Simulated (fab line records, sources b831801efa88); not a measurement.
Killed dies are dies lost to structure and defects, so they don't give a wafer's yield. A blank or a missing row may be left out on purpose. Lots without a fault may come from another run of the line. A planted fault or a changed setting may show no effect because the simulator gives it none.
Which tool did it? | flow sky130 | 11 lots, 33 wafers sampled, at 4 steps of a route of 708

WHAT THE GAUGES READ, wafer by wafer
SKY_CAPM_THK_MEAS_01.
lot  | measured     | on            | CAPM_CVD_00_THK (nm)
L426 | day 37 14:37 | film_metro-04 | 15.31 15.54 15.60
L427 | day 37 18:56 | film_metro-03 | 15.74 15.54 15.79
L428 | day 38 15:06 | film_metro-03 | 15.73 15.91 15.57
L430 | day 39 13:19 | film_metro-04 | 15.27 15.74 15.48
L431 | day 39 19:26 | film_metro-01 | 15.50 15.37 15.67
L432 | day 40 01:44 | film_metro-04 | 15.38 15.19 15.74
L442 | day 43 04:09 | film_metro-01 | 15.33 14.95 15.28
L443 | day 43 16:11 | film_metro-01 | 15.45 15.33 15.37
L446 | day 44 05:00 | film_metro-03 | 15.25 15.51 15.64
L447 | day 44 13:34 | film_metro-03 | 15.27 15.31 15.43
L449 | day 44 22:09 | film_metro-04 | 15.06 15.50 15.78

SKY_CAPM_OVL_MEAS_12.
lot  | measured     | on         | CAPM_OVL (nm)
L426 | day 38 19:29 | overlay-01 | 0.0 0.0 -2.3
L427 | day 38 23:33 | overlay-02 | -1.6 -0.1 0.9
L428 | day 39 20:43 | overlay-02 | -1.8 -1.3 0.2
L430 | day 40 17:31 | overlay-01 | 0.4 1.3 0.3
L431 | day 40 23:32 | overlay-01 | -0.5 -0.5 -1.4
L432 | day 41 05:03 | overlay-02 | 1.1 0.4 0.6
L442 | day 44 03:54 | overlay-01 | 2.0 0.9 2.0
L443 | day 44 15:41 | overlay-02 | -1.5 -1.0 0.4
L446 | day 45 04:20 | overlay-01 | -0.4 -0.4 1.2
L447 | day 45 12:48 | overlay-01 | 1.6 2.8 0.9
L449 | day 45 20:50 | overlay-01 | 0.0 2.5 1.5

WHICH TOOL RAN EACH LOT (tool, then ch and the chambers of the sampled wafers, then the start)
lot  | SKY_METAL3_SPUTTER_00        | SKY_METAL3_SPUTTER_04
L426 | pvd_sputter-03, day 37 14:26 | pvd_sputter-03, day 37 14:32
L427 | pvd_sputter-04, day 37 18:44 | pvd_sputter-04, day 37 18:50
L428 | pvd_sputter-01, day 38 14:53 | pvd_sputter-01, day 38 15:00
L430 | pvd_sputter-04, day 39 13:07 | pvd_sputter-04, day 39 13:13
L431 | pvd_sputter-04, day 39 19:15 | pvd_sputter-04, day 39 19:22
L432 | pvd_sputter-04, day 40 01:34 | pvd_sputter-04, day 40 01:40
L442 | pvd_sputter-03, day 43 03:58 | pvd_sputter-03, day 43 04:04
L443 | pvd_sputter-01, day 43 16:01 | pvd_sputter-01, day 43 16:07
L446 | pvd_sputter-03, day 44 04:49 | pvd_sputter-03, day 44 04:56
L447 | pvd_sputter-03, day 44 13:22 | pvd_sputter-03, day 44 13:29
L449 | pvd_sputter-03, day 44 21:58 | pvd_sputter-03, day 44 22:05
- SKY_METAL3_SPUTTER_00: material Ti, target thk 15 nm, time 10 s.
- SKY_METAL3_SPUTTER_04: material TiN, target thk 70 nm, time 58.3 s.

WHAT THE TOOLS THEMSELVES READ (means of the sampled wafers that have a number; where no wafer has one, the mark that the record gives instead)
SKY_METAL3_SPUTTER_00.
lot  | tool           | throttle_valve_pct (%)
L426 | pvd_sputter-03 | 29.7
L427 | pvd_sputter-04 | 29.9
L428 | pvd_sputter-01 | 30.0
L430 | pvd_sputter-04 | 29.8
L431 | pvd_sputter-04 | 30.0
L432 | pvd_sputter-04 | 30.4
L442 | pvd_sputter-03 | 29.4
L443 | pvd_sputter-01 | 30.2
L446 | pvd_sputter-03 | 30.6
L447 | pvd_sputter-03 | 30.8
L449 | pvd_sputter-03 | 30.5

SKY_METAL3_SPUTTER_04.
lot  | tool           | throttle_valve_pct (%)
L426 | pvd_sputter-03 | 29.8
L427 | pvd_sputter-04 | 30.0
L428 | pvd_sputter-01 | 30.1
L430 | pvd_sputter-04 | 29.8
L431 | pvd_sputter-04 | 30.1
L432 | pvd_sputter-04 | 30.7
L442 | pvd_sputter-03 | 29.3
L443 | pvd_sputter-01 | 30.2
L446 | pvd_sputter-03 | 30.8
L447 | pvd_sputter-03 | 30.6
L449 | pvd_sputter-03 | 30.7

THE ANSWER, worked out from the rows above alone
Rule: what is usual is taken from the lots themselves. Put in order of their means at a reading, lots are off if they are a third of the lots or fewer, leave a main group of 4 or more, and stand apart from it by a gap of 3 or more times the standard deviation of the main group's means; of several such gaps the widest counts. A main group whose means are all the same, to the digits that the tables above print for the reading, isn't used. A lot without any number at a reading at which 4 lots or more have one is off too. The other lots that the step has rows for count as sound. The gauges are gone through in route order, then the tools' own readings, and for those a lot's mean is taken as printed above. The first step at which some lot is off is used, and at that step the reading that is off furthest; a lot without a number counts as furthest.
No lot is off at any reading shown: from this, nothing can be told.

WHAT THE SIMULATOR HAD PUT IN
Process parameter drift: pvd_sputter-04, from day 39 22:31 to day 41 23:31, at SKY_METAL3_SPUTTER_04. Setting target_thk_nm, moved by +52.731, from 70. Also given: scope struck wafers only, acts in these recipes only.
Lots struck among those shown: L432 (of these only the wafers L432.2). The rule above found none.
